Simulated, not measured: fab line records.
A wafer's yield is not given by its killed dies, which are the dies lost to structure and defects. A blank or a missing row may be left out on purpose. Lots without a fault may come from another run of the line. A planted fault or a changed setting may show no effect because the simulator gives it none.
fab line records	flow gf180mcu
record lots=5	wafers=23
route steps=602 shown STI@8 DNWELL@34 LVPWELL@56 MVSD@68 MVPSD@88 VT_IMPLANT@109
start_h: start of the lot's first displayed wafer, in hours after the record's first day	wait_h: time in hours since the lot's previous step	" unchanged from the row above	L1.1+2: a row that stands for several wafers	- no value present, or no start provided	* or withheld: withheld	< > ~ a bound
route shown NAME@n: names a module that has steps shown in the file, with the first one's number in the route	usual: mean and standard deviation over wafers with no fault	same: alike in all rows	chamber/n: place in a boat	sites: per-site readings	_std_site: standard deviation of those values	_edge_site: outer sites' mean less inner sites'	radius_mm: how far each site lies from the wafer's centre	mask NAME#n: copy n	behind: the tool/chamber that last shaped the wafer	hold: what put the lot on hold/how long, in hours/how the hold closed	device: which transistor (n, p or np) failed to switch	end of line: the route-end tests of the same wafers	a step given without rows: its recipe and nothing more	killed: not the wafer's yield, but the dies lost to structure and defects at the first sort	map: dies across one wafer; x = killed, . = not, _ = none there
set.NAME: the setting that was run; set.NAME@STEP: the one run at that earlier step	model.NAME: the simulator's own value behind a step, which no gauge read
lots run with intentionally changed settings; tables by step, rows by wafer
## steps
# step GF_STI_COAT_07
# recipe resist=KrF	spin_rpm=withheld	resist_thk_nm=700
lot.wafer	tool	chamber	start_h	wait_h	set.resist_thk_nm	model.KrF_of_STI_COAT_07.thk_nm
L074.2+6	litho_track-02	0	19.35	0.1	713.5	712.3
L074.3	"	0	"	"	700	697.9
L074.4	"	0	"	"	700	700.9
L074.5	"	0	"	"	700	700.2
L076.1	litho_track-02	0	28.53	0.1	700	699.3
L076.3	"	0	"	"	700	698.1
L076.6	"	0	"	"	700	699
L077.1	litho_track-04	0	34.76	0.1	700	697.3
L077.2	"	0	"	"	730.1	726.5
L077.4	"	0	"	"	730.1	727.9
L077.5	"	0	"	"	700	696
L077.6	"	0	"	"	730.1	726.8
L079.2	litho_track-02	0	44.40	0.1	700	700.2
L079.3	"	0	"	"	733.7	734.5
L079.4	"	0	"	"	733.7	734.1
L079.5	"	0	"	"	733.7	734.9
L079.6	"	0	"	"	700	700.5
L083.1+2+5	litho_track-04	0	66.46	0.1	700	697.6
L083.3	"	0	"	"	700	697.5
L083.4	"	0	"	"	700	698.1
# step GF_STI_PEB_10
# recipe peb_temp_c=135	peb_time_s=90	resist=KrF
lot.wafer	tool	chamber	start_h	wait_h	set.peb_time_s
L074.2+3+4+5+6	litho_track-01	0	-	-	90
L076.1+3+6	litho_track-02	0	-	-	90
L077.1+2+4+5+6	litho_track-04	0	-	-	90
L079.2+3+6	litho_track-02	0	-	-	90
L079.4+5	"	0	"	"	100.6
L083.1+2+3+4+5	litho_track-02	0	-	-	90
# step GF_STI_DEVELOP_11
# recipe develop_time_s=60	dev_temp_c=21
# step GF_STI_ETCH_13
# recipe chemistry=CHF3/O2	stop_on=Si	over_etch_frac=0.3	target_depth_a=2823.1	source_w=600	bias_w=200	pressure_mtorr=40	chf3_flow_sccm=50	O2_flow_sccm=5	time_s=112.9
lot.wafer	tool	chamber	start_h	wait_h	set.resist_thk_nm@STI_COAT_07	model.KrF_of_STI_COAT_07.thk_nm
L074.2	rie_diel-03	3	25.32	0.1	713.5	450.7
L074.3	"	0	"	"	700	435.1
L074.4	"	2	"	"	700	439.8
L074.5	"	0	"	"	700	438.8
L074.6	"	1	"	"	713.5	446.3
L076.1	rie_diel-02	3	35.35	0.1	700	444.1
L076.3	"	0	"	"	700	439.4
L076.6	"	1	"	"	700	431.8
L077.1	rie_diel-03	0	41.23	0.1	700	432
L077.2	"	3	"	"	730.1	465.6
L077.4	"	1	"	"	730.1	460.4
L077.5	"	3	"	"	700	433.7
L077.6	"	0	"	"	730.1	461.7
L079.2	rie_diel-04	2	50.75	0.1	700	439.2
L079.3	"	1	"	"	733.7	480.8
L079.4	"	0	"	"	733.7	471.3
L079.5	"	3	"	"	733.7	473.4
L079.6	"	0	"	"	700	436.8
L083.1	rie_diel-02	2	73.60	0.1	700	440.9
L083.2	"	3	"	"	700	440.5
L083.3	"	0	"	"	700	435.9
L083.4	"	1	"	"	700	430.2
L083.5	"	3	"	"	700	439.4
# step GF_STI_ETCH_14
# recipe target=Si	chemistry=HBr/Cl2/O2	target_depth_nm=360	icp_w=600	bias_w=150	pressure_mtorr=15	HBr_flow_sccm=150	Cl2_flow_sccm=40	O2_flow_sccm=6	time_s=102.9
# step GF_STI_STRIP_15
# recipe chemistry=O2/N2	power_w=1400	pressure_mtorr=1500	platen_temp_c=250	o2_flow_sccm=3000	n2_flow_sccm=300	overash_fraction=0.5
# usual oes_product_au=0.383/0.0053	strip_time_to_endpoint_s=3.71/0.056
lot.wafer	tool	chamber	start_h	wait_h	set.resist_thk_nm@STI_COAT_07	oes_product_au	strip_time_to_endpoint_s
L074.2	plasma_asher-03	0	25.47	0.0	713.5	0.388	3.83
L074.3	"	1	"	"	700	0.379	3.67
L074.4	"	0	"	"	700	0.387	3.74
L074.5	"	1	"	"	700	0.390	3.72
L074.6	"	0	"	"	713.5	0.389	3.76
L076.1	plasma_asher-02	0	35.50	0.0	700	0.388	3.80
L076.3	"	0	"	"	700	0.393	3.71
L076.6	"	1	"	"	700	0.380	3.62
L077.1	plasma_asher-02	0	41.39	0.0	700	0.380	3.66
L077.2	"	1	"	"	730.1	0.405	3.98
L077.4	"	0	"	"	730.1	0.394	3.94
L077.5	"	0	"	"	700	0.373	3.66
L077.6	"	1	"	"	730.1	0.395	3.97
L079.2	plasma_asher-03	1	50.90	0.0	700	0.379	3.71
L079.3	"	0	"	"	733.7	0.407	4.20
L079.4	"	1	"	"	733.7	0.406	4.02
L079.5	"	0	"	"	733.7	0.402	4.08
L079.6	"	1	"	"	700	0.377	3.70
L083.1	plasma_asher-03	1	73.75	0.0	700	0.389	3.73
L083.2	"	0	"	"	700	0.389	3.75
L083.3	"	1	"	"	700	0.372	3.66
L083.4	"	0	"	"	700	0.381	3.70
L083.5	"	0	"	"	700	0.378	3.73
# step GF_STI_WET_ETCH_26
# recipe chemistry=dHF	target_depth_nm=94	target=SiO2	temp_c=25	dilution=10:1	time_s=188
lot.wafer	tool	chamber	start_h	wait_h	set.temp_c	model.SiO2_of_STI_CVD_23.thk_nm
L074.2	-	-	-	0.1	26.39	428.4
L074.3+5	"	-	"	"	26.39	426.1
L074.4	"	-	"	"	26.39	425.7
L074.6	"	-	"	"	26.39	427.2
L076.1	wet_bench-02	1	37.58	0.1	25	427.1
L076.3	"	1	"	"	25	428.8
L076.6	"	1	"	"	25	428.6
L077.1	-	-	-	0.1	23.39	437.9
L077.2	"	-	"	"	23.39	436.7
L077.4	"	-	"	"	23.39	436.3
L077.5	"	-	"	"	23.39	437.4
L077.6	"	-	"	"	23.39	436.8
L079.2+3	-	-	-	0.2	27.85	419.6
L079.4	"	-	"	"	27.85	418.6
L079.5	"	-	"	"	27.85	421.3
L079.6	"	-	"	"	27.85	419.4
L083.1+3	-	-	-	0.1	21.44	444.7
L083.2	"	-	"	"	21.44	446.3
L083.4	"	-	"	"	21.44	443.3
L083.5	"	-	"	"	21.44	444.9
# step GF_STI_WET_ETCH_27
# recipe chemistry=H3PO4	target_depth_nm=160	target=Si3N4	temp_c=160	time_s=1825
# step GF_STI_WET_ETCH_28
# recipe chemistry=dHF	target_depth_nm=20	dry=ipa_marangoni	target=SiO2	temp_c=25	dilution=10:1	time_s=40
lot.wafer	tool	chamber	start_h	wait_h	set.temp_c@STI_WET_ETCH_26	model.SiO2_of_STI_CVD_23.thk_nm
L074.2	wet_bench-04	2	28.90	0.0	26.39	400.8
L074.3	"	2	"	"	26.39	398.4
L074.4	"	2	"	"	26.39	398.2
L074.5	"	2	"	"	26.39	398.5
L074.6	"	2	"	"	26.39	399.6
L076.1	wet_bench-02	3	38.15	0.0	25	399.7
L076.3	"	3	"	"	25	401.4
L076.6	"	3	"	"	25	401.1
L077.1	wet_bench-03	2	44.66	0.0	23.39	410.7
L077.2	"	2	"	"	23.39	409.4
L077.4	"	2	"	"	23.39	409
L077.5	"	2	"	"	23.39	410.1
L077.6	"	2	"	"	23.39	409.6
L079.2	wet_bench-02	0	53.71	0.0	27.85	391.7
L079.3+6	"	0	"	"	27.85	391.5
L079.4	"	0	"	"	27.85	390.5
L079.5	"	0	"	"	27.85	393.4
L083.1+3	wet_bench-03	3	76.45	0.0	21.44	416.9
L083.2	"	3	"	"	21.44	418.3
L083.4	"	3	"	"	21.44	415.5
L083.5	"	3	"	"	21.44	417.1
# step GF_DNWELL_COAT_02
# recipe spin_rpm=2000	resist_thk_nm=3000
lot.wafer	tool	chamber	start_h	wait_h	set.resist_thk_nm	model.coat_of_DNWELL_COAT_02.thk_nm
L074.2	litho_track-03	0	36.22	0.1	2908	2920
L074.3	"	0	"	"	3000	3011
L074.4	"	0	"	"	2908	2907
L074.5	"	0	"	"	3000	3007
L074.6	"	0	"	"	3000	3009
L076.1	litho_track-03	0	45.50	0.1	3000	3006
L076.3	"	0	"	"	3000	3007
L076.6	"	0	"	"	3000	3005
L077.1	litho_track-03	0	52.40	0.1	2896	2901
L077.2	"	0	"	"	3000	3017
L077.4	"	0	"	"	2896	2908
L077.5	"	0	"	"	3000	3011
L077.6	"	0	"	"	2896	2900
L079.2	litho_track-03	0	61.67	0.1	3000	3005
L079.3	"	0	"	"	3120	3119
L079.4	"	0	"	"	3120	3121
L079.5	"	0	"	"	3000	3009
L079.6	"	0	"	"	3120	3135
L083.1	litho_track-04	0	85.76	0.1	3000	2987
L083.2	"	0	"	"	3000	2984
L083.3	"	0	"	"	3179	3177
L083.4	"	0	"	"	3179	3181
L083.5	"	0	"	"	3000	2995
# step GF_DNWELL_SOFTBAKE_03
# recipe temp_c=110	time_s=withheld
# step GF_DNWELL_EXPOSE_04
# recipe mask_id=DNWELL	target_cd_nm=1700	na=0.6	source_shape=conventional	sigma_outer=0.6	dose_mj=260
# step GF_DNWELL_DEVELOP_06
# recipe wall_angle_deg=90	develop_time_s=60	dev_temp_c=23
# step GF_DNWELL_IMPLANT_07
# recipe species=P	energy_kev=1487	dose_cm2=1e+13	tilt_deg=0
# step GF_DNWELL_STRIP_08
# recipe chemistry=O2/N2	power_w=1400	pressure_mtorr=1500	platen_temp_c=250	o2_flow_sccm=3000	n2_flow_sccm=300	overash_fraction=0.5
# usual strip_time_to_endpoint_s=36.99/0.1
lot.wafer	tool	chamber	start_h	wait_h	set.resist_thk_nm@DNWELL_COAT_02	strip_time_to_endpoint_s
L074.2	plasma_asher-04	0	43.16	0.1	2908	36.05
L074.3	"	0	"	"	3000	37.08
L074.4	"	1	"	"	2908	35.87
L074.5	"	0	"	"	3000	37.05
L074.6	"	1	"	"	3000	37.06
L076.1	plasma_asher-04	0	52.25	0.1	3000	37.02
L076.3	"	0	"	"	3000	37.02
L076.6	"	0	"	"	3000	37.00
L077.1	plasma_asher-02	1	59.60	0.1	2896	35.83
L077.2	"	0	"	"	3000	37.16
L077.4	"	1	"	"	2896	35.89
L077.5	"	0	"	"	3000	37.09
L077.6	"	1	"	"	2896	35.80
L079.2	plasma_asher-02	0	68.16	0.1	3000	37.01
L079.3	"	0	"	"	3120	38.31
L079.4	"	1	"	"	3120	38.35
L079.5	"	1	"	"	3000	37.07
L079.6	"	0	"	"	3120	38.50
L083.1	plasma_asher-01	0	92.71	0.1	3000	36.79
L083.2	"	1	"	"	3000	36.76
L083.3	"	0	"	"	3179	38.97
L083.4	"	1	"	"	3179	39.00
L083.5	"	0	"	"	3000	36.90
# step GF_LVPWELL_COAT_02
# recipe spin_rpm=2000	resist_thk_nm=3000
lot.wafer	tool	chamber	start_h	wait_h	set.spin_rpm	model.coat_of_LVPWELL_COAT_02.thk_nm
L074.2	litho_track-03	0	62.92	0.1	2000	3015
L074.3	"	0	"	"	1858	3120
L074.4	"	0	"	"	2000	3011
L074.5	"	0	"	"	1858	3128
L074.6	"	0	"	"	2000	3006
L076.1+6	litho_track-02	0	72.18	0.1	2000	3001
L076.3	"	0	"	"	2000	3005
L077.1+5	litho_track-02	0	80.13	0.1	2000	3000
L077.2	"	0	"	"	2000	3001
L077.4	"	0	"	"	2000	3006
L077.6	"	0	"	"	2000	3003
L079.2	litho_track-02	0	89.25	0.1	2109	2912
L079.3	"	0	"	"	2109	2918
L079.4	"	0	"	"	2000	2997
L079.5	"	0	"	"	2000	2999
L079.6	"	0	"	"	2000	2995
L083.1	litho_track-02	0	112.73	0.1	2000	3009
L083.2	"	0	"	"	2000	3011
L083.3	"	0	"	"	1895	3098
L083.4	"	0	"	"	1895	3081
L083.5	"	0	"	"	1895	3096
# step GF_LVPWELL_IMPLANT_09
# recipe species=B	energy_kev=60	dose_cm2=5e+12	tilt_deg=0
lot.wafer	tool	chamber	start_h	wait_h	set.energy_kev	model.implant.rp_nm	model.implant.drp_nm
L074.2+5+6	implanter-04	0	69.71	0.1	63.75	213.1	66.6
L074.3+4	"	0	"	"	60	196.6	64.53
L076.1+3+6	implanter-03	0	79.41	0.1	60	189.5	64.53
L077.1+2+4+5+6	implanter-01	0	87.33	0.1	60	194.1	64.53
L079.2+4	implanter-03	0	95.64	0.1	60	194.5	64.53
L079.3+5+6	"	0	"	"	55.87	182.2	62.11
L083.1+2+3+4+5	implanter-03	0	120.16	0.1	60	189.2	64.53
# step GF_LVPWELL_STRIP_10
# recipe chemistry=O2/N2	power_w=1400	pressure_mtorr=1500	platen_temp_c=250	o2_flow_sccm=3000	n2_flow_sccm=300	overash_fraction=0.5
# usual strip_time_to_endpoint_s=37.01/0.092
lot.wafer	tool	chamber	start_h	wait_h	set.spin_rpm@LVPWELL_COAT_02	strip_time_to_endpoint_s
L074.2	plasma_asher-01	1	69.83	0.1	2000	37.13
L074.3	"	1	"	"	1858	38.32
L074.4	"	0	"	"	2000	37.07
L074.5	"	1	"	"	1858	38.43
L074.6	"	0	"	"	2000	37.03
L076.1	plasma_asher-03	1	79.56	0.1	2000	36.96
L076.3	"	0	"	"	2000	37.00
L076.6	"	0	"	"	2000	36.96
L077.1	plasma_asher-03	1	87.48	0.1	2000	36.96
L077.2	"	0	"	"	2000	36.96
L077.4	"	1	"	"	2000	37.03
L077.5	"	0	"	"	2000	36.95
L077.6	"	1	"	"	2000	36.98
L079.2	plasma_asher-04	1	95.76	0.1	2109	35.95
L079.3	"	1	"	"	2109	36.02
L079.4	"	0	"	"	2000	36.92
L079.5	"	1	"	"	2000	36.95
L079.6	"	0	"	"	2000	36.89
L083.1	plasma_asher-01	0	120.31	0.1	2000	37.06
L083.2	"	1	"	"	2000	37.09
L083.3	"	1	"	"	1895	38.06
L083.4	"	0	"	"	1895	37.85
L083.5	"	1	"	"	1895	38.06
# step GF_MVSD_COAT_02
# recipe spin_rpm=2000	resist_thk_nm=3000
lot.wafer	tool	chamber	start_h	wait_h	set.spin_rpm	model.coat_of_MVSD_COAT_02.thk_nm
L074.2	litho_track-02	0	76.60	0.1	1883	3086
L074.3	"	0	"	"	1883	3087
L074.4	"	0	"	"	2000	2996
L074.5	"	0	"	"	1883	3083
L074.6	"	0	"	"	2000	2990
L076.1	litho_track-01	0	85.84	0.1	2000	3019
L076.3	"	0	"	"	2000	3020
L076.6	"	0	"	"	2000	3017
L077.1	litho_track-02	0	93.73	0.1	2000	2983
L077.2	"	0	"	"	1901	3067
L077.4	"	0	"	"	2000	2989
L077.5	"	0	"	"	1901	3075
L077.6	"	0	"	"	1901	3068
L079.2	litho_track-02	0	102.05	0.1	2000	2993
L079.3	"	0	"	"	2000	3002
L079.4	"	0	"	"	2000	3003
L079.5	"	0	"	"	2000	2995
L079.6	"	0	"	"	2000	3010
L083.1	litho_track-01	0	127.14	0.1	2000	3013
L083.2	"	0	"	"	2000	3019
L083.3	"	0	"	"	2000	3012
L083.4	"	0	"	"	2000	3017
L083.5	"	0	"	"	2000	3020
# step GF_MVSD_SOFTBAKE_03
# recipe temp_c=110	time_s=withheld
# step GF_MVSD_EXPOSE_04
# recipe mask_id=MVSD	target_cd_nm=1000	na=0.6	source_shape=conventional	sigma_outer=0.6	dose_mj=260
# step GF_MVSD_IMPLANT_08
# recipe species=P	energy_kev=400	dose_cm2=1.6e+13	tilt_deg=0
# step GF_MVSD_IMPLANT_09
# recipe species=P	energy_kev=100	dose_cm2=5e+12	tilt_deg=0
# step GF_MVSD_STRIP_10
# recipe chemistry=O2/N2	power_w=1400	pressure_mtorr=1500	platen_temp_c=250	o2_flow_sccm=3000	n2_flow_sccm=300	overash_fraction=0.5
# usual strip_time_to_endpoint_s=37.01/0.14
lot.wafer	tool	chamber	start_h	wait_h	set.spin_rpm@MVSD_COAT_02	strip_time_to_endpoint_s
L074.2	plasma_asher-04	0	83.61	0.1	1883	37.91
L074.3	"	0	"	"	1883	37.93
L074.4	"	1	"	"	2000	36.89
L074.5	"	1	"	"	1883	37.90
L074.6	"	0	"	"	2000	36.84
L076.1	plasma_asher-03	0	93.23	0.1	2000	37.17
L076.3	"	0	"	"	2000	37.18
L076.6	"	1	"	"	2000	37.14
L077.1	plasma_asher-03	1	100.48	0.1	2000	36.76
L077.2	"	0	"	"	1901	37.70
L077.4	"	0	"	"	2000	36.84
L077.5	"	0	"	"	1901	37.81
L077.6	"	1	"	"	1901	37.72
L079.2	plasma_asher-03	0	109.36	0.1	2000	36.85
L079.3	"	1	"	"	2000	36.97
L079.4	"	0	"	"	2000	37.00
L079.5	"	0	"	"	2000	36.91
L079.6	"	1	"	"	2000	37.06
L083.1	plasma_asher-02	1	135.15	0.1	2000	37.11
L083.2	"	0	"	"	2000	37.19
L083.3	"	0	"	"	2000	37.11
L083.4	"	1	"	"	2000	37.16
L083.5	"	1	"	"	2000	37.20
# step GF_MVPSD_STRIP_10
# recipe chemistry=O2/N2	power_w=1400	pressure_mtorr=1500	platen_temp_c=250	o2_flow_sccm=3000	n2_flow_sccm=300	overash_fraction=0.5
# usual strip_time_to_endpoint_s=36.68/0.13
lot.wafer	tool	chamber	start_h	wait_h	set.pressure_mtorr	strip_time_to_endpoint_s
L074.2	plasma_asher-04	0	96.75	0.1	1685	35.86
L074.3	"	0	"	"	1685	35.85
L074.4	"	1	"	"	1685	35.86
L074.5	"	0	"	"	1685	35.82
L074.6	"	1	"	"	1685	35.88
L076.1	plasma_asher-04	1	106.60	0.1	1500	36.53
L076.3	"	0	"	"	1500	36.55
L076.6	"	0	"	"	1500	36.63
L077.1	plasma_asher-04	0	114.15	0.1	1500	36.85
L077.2	"	1	"	"	1500	36.80
L077.4	"	1	"	"	1500	36.72
L077.5	"	1	"	"	1500	36.88
L077.6	"	0	"	"	1500	36.74
L079.2	plasma_asher-01	0	123.93	0.1	1636	35.97
L079.3	"	0	"	"	1636	36.11
L079.4	"	1	"	"	1636	36.05
L079.5	"	0	"	"	1636	36.07
L079.6	"	1	"	"	1636	35.93
L083.1	plasma_asher-01	0	150.13	0.1	1559	36.49
L083.2	"	1	"	"	1559	36.40
L083.3	"	1	"	"	1559	36.43
L083.4	"	0	"	"	1559	36.35
L083.5	"	1	"	"	1559	36.36
# step GF_VT_IMPLANT_IMPLANT_19
# recipe species=As	energy_kev=100	dose_cm2=4.35e+12	tilt_deg=7
lot.wafer	tool	chamber	start_h	wait_h	set.energy_kev	model.implant.rp_nm	model.implant.drp_nm
L074.2+3+6	implanter-01	0	125.19	0.0	106.1	62.46	25.29
L074.4+5	"	0	"	"	100	59.23	24.08
L076.1+3+6	implanter-02	0	134.16	0.0	100	57.26	24.08
L077.1+4+6	implanter-01	0	143.76	0.0	100	58.68	24.08
L077.2+5	"	0	"	"	103.1	60.31	24.69
L079.2+3+6	implanter-01	0	154.24	0.0	100	56.88	24.08
L079.4+5	"	0	"	"	104.3	59.06	24.93
L083.1+4+5	implanter-03	0	183.00	0.0	94.07	55.75	22.92
L083.2+3	"	0	"	"	100	58.87	24.08
# step GF_VT_IMPLANT_STRIP_20
# recipe chemistry=O2/N2	power_w=1400	pressure_mtorr=1500	platen_temp_c=250	o2_flow_sccm=3000	n2_flow_sccm=300	overash_fraction=0.5
# step GF_VT_IMPLANT_TW_MEAS_21
# usual VT_IMPLANT_2_TW=1223/8.7
lot.wafer	tool	chamber	start_h	wait_h	set.energy_kev@VT_IMPLANT_IMPLANT_19	VT_IMPLANT_2_TW
L074.2	film_metro-04	-	125.42	0.1	106.1	1254
L074.3	"	-	"	"	106.1	1250
L074.4	"	-	"	"	100	1240
L074.5	"	-	"	"	100	1227
L074.6	"	-	"	"	106.1	1249
L076.1	film_metro-04	-	134.41	0.1	100	1225
L076.3	"	-	"	"	100	1227
L076.6	"	-	"	"	100	1228
L077.1	film_metro-02	-	144.01	0.1	100	1218
L077.2	"	-	"	"	103.1	1222
L077.4	"	-	"	"	100	1210
L077.5	"	-	"	"	103.1	1210
L077.6	"	-	"	"	100	1212
L079.2	film_metro-01	-	154.47	0.1	100	1227
L079.3	"	-	"	"	100	1220
L079.4	"	-	"	"	104.3	1238
L079.5	"	-	"	"	104.3	1246
L079.6	"	-	"	"	100	1232
L083.1	film_metro-02	-	183.25	0.1	94.07	1190
L083.2	"	-	"	"	100	1213
L083.3	"	-	"	"	100	1215
L083.4	"	-	"	"	94.07	1191
L083.5	"	-	"	"	94.07	1195
# step GF_VT_IMPLANT_STRIP_31
# recipe chemistry=O2/N2	power_w=1400	pressure_mtorr=1500	platen_temp_c=250	o2_flow_sccm=3000	n2_flow_sccm=300	overash_fraction=0.5
# usual oes_product_au=0.716/0.0042	strip_time_to_endpoint_s=12.62/0.033
lot.wafer	tool	chamber	start_h	wait_h	set.platen_temp_c	oes_product_au	strip_time_to_endpoint_s
L074.2	plasma_asher-01	0	140.70	0.1	245.9	0.680	13.66
L074.3	"	0	"	"	245.9	0.687	13.65
L074.4	"	1	"	"	250	0.721	12.67
L074.5	"	1	"	"	245.9	0.685	13.67
L074.6	"	0	"	"	250	0.710	12.67
L076.1	plasma_asher-03	0	149.63	0.1	250	0.718	12.63
L076.3	"	1	"	"	250	0.718	12.59
L076.6	"	0	"	"	250	0.719	12.59
L077.1	plasma_asher-03	1	159.05	0.1	250	0.718	12.62
L077.2	"	0	"	"	256.2	0.754	11.20
L077.4	"	1	"	"	256.2	0.760	11.18
L077.5	"	0	"	"	250	0.719	12.61
L077.6	"	1	"	"	250	0.721	12.61
L079.2	plasma_asher-02	1	171.13	0.1	250	0.724	12.63
L079.3	"	0	"	"	244.1	0.669	14.20
L079.4	"	1	"	"	250	0.715	12.64
L079.5	"	0	"	"	250	0.718	12.63
L079.6	"	1	"	"	244.1	0.665	14.19
L083.1	plasma_asher-03	1	200.81	0.1	250	0.722	12.66
L083.2	"	0	"	"	255.8	0.749	11.31
L083.3	"	0	"	"	255.8	0.750	11.30
L083.4	"	1	"	"	250	0.717	12.64
L083.5	"	0	"	"	255.8	0.757	11.29
## key
split step=GF_STI_COAT_07	setting=resist_thk_nm	stated=700	by=wafer
response step=GF_STI_COAT_07	reading=model.KrF_of_STI_COAT_07.thk_nm	change=+7.04	per=1%	r=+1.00
response step=GF_STI_ETCH_13	reading=model.KrF_of_STI_COAT_07.thk_nm	change=+7.21	per=1%	r=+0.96
response step=GF_STI_STRIP_15	reading=oes_product_au	change=+0.00503	per=1%	r=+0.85
response step=GF_STI_STRIP_15	reading=strip_time_to_endpoint_s	change=*	per=1%	r=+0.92
split step=GF_STI_PEB_10	setting=peb_time_s	stated=90	by=wafer
response none clear
split step=GF_STI_WET_ETCH_26	setting=temp_c	stated=25	by=lot
response step=GF_STI_WET_ETCH_26	reading=model.SiO2_of_STI_CVD_23.thk_nm	change=-0.959	per=1%	r=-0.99
response step=GF_STI_WET_ETCH_28	reading=model.SiO2_of_STI_CVD_23.thk_nm	change=-0.967	per=1%	r=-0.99
split step=GF_DNWELL_COAT_02	setting=resist_thk_nm	stated=3000	by=wafer
response step=GF_DNWELL_COAT_02	reading=model.coat_of_DNWELL_COAT_02.thk_nm	change=+31.3	per=1%	r=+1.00
response step=GF_DNWELL_STRIP_08	reading=strip_time_to_endpoint_s	change=*	per=1%	r=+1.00
split step=GF_LVPWELL_COAT_02	setting=spin_rpm	stated=2000	by=wafer
response step=GF_LVPWELL_COAT_02	reading=model.coat_of_LVPWELL_COAT_02.thk_nm	change=-15.6	per=1%	r=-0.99
response step=GF_LVPWELL_STRIP_10	reading=strip_time_to_endpoint_s	change=*	per=1%	r=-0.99
split step=GF_LVPWELL_IMPLANT_09	setting=energy_kev	stated=60	by=wafer
response step=GF_LVPWELL_IMPLANT_09	reading=model.implant.rp_nm	change=+2.17	per=1%	r=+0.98
response step=GF_LVPWELL_IMPLANT_09	reading=model.implant.drp_nm	change=+0.342	per=1%	r=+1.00
split step=GF_MVSD_COAT_02	setting=spin_rpm	stated=2000	by=wafer
response step=GF_MVSD_COAT_02	reading=model.coat_of_MVSD_COAT_02.thk_nm	change=-16.3	per=1%	r=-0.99
response step=GF_MVSD_STRIP_10	reading=strip_time_to_endpoint_s	change=*	per=1%	r=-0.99
split step=GF_MVPSD_STRIP_10	setting=pressure_mtorr	stated=1500	by=lot
response step=GF_MVPSD_STRIP_10	reading=strip_time_to_endpoint_s	change=*	per=1%	r=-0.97
split step=GF_VT_IMPLANT_IMPLANT_19	setting=energy_kev	stated=100	by=wafer
response step=GF_VT_IMPLANT_IMPLANT_19	reading=model.implant.rp_nm	change=+0.524	per=1%	r=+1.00
response step=GF_VT_IMPLANT_IMPLANT_19	reading=model.implant.drp_nm	change=+0.197	per=1%	r=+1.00
response step=GF_VT_IMPLANT_TW_MEAS_21	reading=VT_IMPLANT_2_TW	change=+3.17	per=1%	r=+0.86
split step=GF_VT_IMPLANT_STRIP_31	setting=platen_temp_c	stated=250	by=wafer
response step=GF_VT_IMPLANT_STRIP_31	reading=oes_product_au	change=+0.0173	per=1%	r=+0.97
response step=GF_VT_IMPLANT_STRIP_31	reading=strip_time_to_endpoint_s	change=*	per=1%	r=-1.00
